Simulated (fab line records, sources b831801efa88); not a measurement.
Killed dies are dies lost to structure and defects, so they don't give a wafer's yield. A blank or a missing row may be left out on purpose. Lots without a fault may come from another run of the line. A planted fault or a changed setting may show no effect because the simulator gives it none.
One fault seen from 2 desks | flow gf180mcu | each desk has only its own numbers; what lay behind them comes last

THE TOOL OWNER'S DESK: krf_scanner-02
The tool's own readings at GF_V5_EXPOSE_11 (exposes mask Via5, target cd 260 nm): means of the sampled wafers that have a number, for each lot that ran on this tool. A lot is out of limits, marked OUT, if its mean lies more than 4 standard deviations from the usual mean; the brackets give that distance.
Columns: A = exposure_dose_mJ_cm2 at GF_V5_EXPOSE_11, usual 37.98; B = focus_offset_nm at GF_V5_EXPOSE_11, usual 0.0 nm
lot  | first seen here | A     | B
L654 | day 27 02:15    | 38.03 | -0.4
L655 | day 27 12:11    | 37.98 | -0.3
L657 | day 27 17:02    | 37.99 | -0.3
L661 | day 28 20:36    | 38.02 | -0.1
L663 | day 29 16:37    | 37.97 | -0.3
L673 | day 32 12:20    | 37.96 | -0.5
L677 | day 33 06:34    | 38.00 | -0.5
This desk's finding: nothing out of limits on any of the 7 lots.

THE METROLOGY DESK
What the gauges read, lot by lot, whatever tool the lot ran on: means of the sampled wafers that have a number. A lot is out of limits, marked OUT, if its mean lies more than 4 standard deviations from the usual mean; the brackets give that distance.
Columns: A = cd_nm at GF_M5_CD_MEAS_07, usual 280.3 nm; B = TOP_METAL_ALCU_RS at GF_TOP_METAL_RS_MEAS_05, usual 0.0315 ohm/sq
lot  | first seen here | A     | B
L654 | day 26 14:35    | 280.0 | 0.0313
L656 | day 26 22:13    | 282.4 | 0.0318
L655 | day 27 00:43    | 279.6 | 0.0309
L657 | day 27 05:08    | 280.8 | 0.0320
L658 | day 27 16:08    | 281.3 | 0.0318
L659 | day 28 00:04    | 278.9 | 0.0312
L661 | day 28 09:27    | 280.7 | 0.0314
L663 | day 29 05:01    | 279.6 | 0.0316
L665 | day 29 17:19    | 278.7 | 0.0317
L667 | day 30 11:47    | 280.4 | -
L668 | day 30 20:10    | 280.8 | -
L673 | day 32 02:28    | 278.5 | 0.0316
L676 | day 32 19:34    | 281.9 | 0.0316
L677 | day 32 21:02    | 280.4 | 0.0312
This desk's finding: nothing out of limits on any of the 14 lots.

PUT TOGETHER
The tool owner's desk saw nothing out of limits.
The metrology desk saw nothing out of limits.

WHAT THE SIMULATOR HAD PUT IN
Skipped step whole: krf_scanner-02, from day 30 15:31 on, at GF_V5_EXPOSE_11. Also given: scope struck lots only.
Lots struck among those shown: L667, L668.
